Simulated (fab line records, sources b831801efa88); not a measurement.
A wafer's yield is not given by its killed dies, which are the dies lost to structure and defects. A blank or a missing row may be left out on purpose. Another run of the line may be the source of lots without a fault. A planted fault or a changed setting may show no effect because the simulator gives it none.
Code-filled problem report in 8D (eight disciplines) form ; flow sky130 ; the parts of the form that need people (team, actions taken, sign-off) are left out

## 1. THE PROBLEM
Mean POLY_GATE_OXIDATION_THK at SKY_POLY_GATE_THK_MEAS_21: 4.73 nm over 6 wafers in 2 lots; fault-free wafers: 4.03 nm, standard deviation 0.1. That puts it +7.0 standard deviations away from the usual mean.
First seen on wafer L741.2, day 22 20:08, on film-metro-04. Wafers with a number at this step in the record: 33, from 11 lots. Rule for "out" (also "out of limits"): further than 4 standard deviations from the usual mean. The rest of the wafers with a number are treated as sound.

## 2. WHAT IT IS AND WHAT IT IS NOT
question;is;is not
which readings at this step;POLY_GATE_OXIDATION_THK;-
which lots;L741, L742;L726, L728, L730, L731, L732, L734, L736, L744, L747
which wafers of those lots;all that have a number;-
read on which gauges;film-metro-02, film-metro-04;film-metro-01
when;from day 22 20:08;"up to then (21 sound wafers); but 6 sound wafers of L744, L747 came after"

## 3. THE SUSPECTS, EACH WITH WHAT RULES IT OUT
Counting: a tool at any process step up to the reading remains a suspect when it ran all the lots that are out and ran no sound lot after the first of those.
- the gauge at SKY_POLY_GATE_THK_MEAS_21: ruled out. The wafers that are out were read on 2 gauges (film-metro-02, film-metro-04).
- furnace-02 at SKY_POLY_GATE_OXIDATION_20 (stabilise 600 s, purge 300 s, target thk 4 nm): kept. It processed each lot that is out, first L741 at day 22 18:52, and no sound lot thereafter; up to then, the last sound lot it processed was L734 at day 20 15:11. On those wafers its own readings are out: spike-tc-centre-C, spike-tc-lower-C, spike-tc-top-C, spike-tc-upper-C, tube-center-temp-C, tube_center_temp_C_max.
The count leaves furnace-02 at SKY_POLY_GATE_OXIDATION_20.

## 4. THE CAUSE (what the simulator had put in)
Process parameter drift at SKY_POLY_GATE_OXIDATION_20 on furnace-02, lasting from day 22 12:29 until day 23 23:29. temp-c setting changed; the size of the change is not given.
After counting, this tool was the only one left.

## 5. THE EFFECT CHAIN, in route order
One row per reading whose mean, taken over the struck wafers that have a number, lies over 3 standard deviations from the usual. Only readings for which the record gives a usual standard deviation are gone through. hours: the time from each lot's start at the first step in this table that gives one to its start at this step, as a median over the lots. sigmas: the change in usual standard deviations.
hours;step;reading;usual;on struck wafers;change;sigmas
0;SKY_POLY_GATE_OXIDATION_20;spike-tc-bottom-C;870.2 C;879.8;+9.6;+4.2
0;SKY_POLY_GATE_OXIDATION_20;spike-tc-centre-C;851.1 C;862.5;+11.4;+9.5
0;SKY_POLY_GATE_OXIDATION_20;spike-tc-lower-C;852.2 C;864.9;+12.7;+11
0;SKY_POLY_GATE_OXIDATION_20;spike-tc-top-C;862.0 C;872.0;+10.0;+7.7
0;SKY_POLY_GATE_OXIDATION_20;spike-tc-upper-C;850.2 C;862.2;+12.0;+11
0;SKY_POLY_GATE_OXIDATION_20;tube-center-temp-C;850 C;862;+12;+99 or more
0;SKY_POLY_GATE_OXIDATION_20;tube_center_temp_C_max;852.2;863.8;+11.6;+31
1;SKY_POLY_GATE_THK_MEAS_21;POLY_GATE_OXIDATION_THK;4.03 nm;4.73;+0.70;+7.0
Process steps it contains:
- SKY_POLY_GATE_OXIDATION_20: stabilise 600 s, purge 300 s, target thk 4 nm.
At these later measuring or inspecting steps, every struck wafer for which the step has a row has a number for every such reading, and none has moved that far: SKY_LOCAL_INTERCONNECT_OVL_MEAS_12.

## 6. WHAT WOULD HAVE CAUGHT IT SOONER
In this record the first reading out of limits at a measuring or inspecting step was taken at day 22 20:08, 8 hours after the fault began at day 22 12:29.
Tool's own readings at SKY_POLY_GATE_OXIDATION_20, spike-tc-centre-C, spike-tc-lower-C, spike-tc-top-C, spike-tc-upper-C, tube-center-temp-C, tube_center_temp_C_max: out on all struck wafers the step has rows for; an alarm limit on them would have tripped on the first.
Lots out: 2; of these, L742 started SKY_POLY_GATE_OXIDATION_20 on furnace-02 after day 22 20:08. Had the tool been put on hold then, it would have been spared.
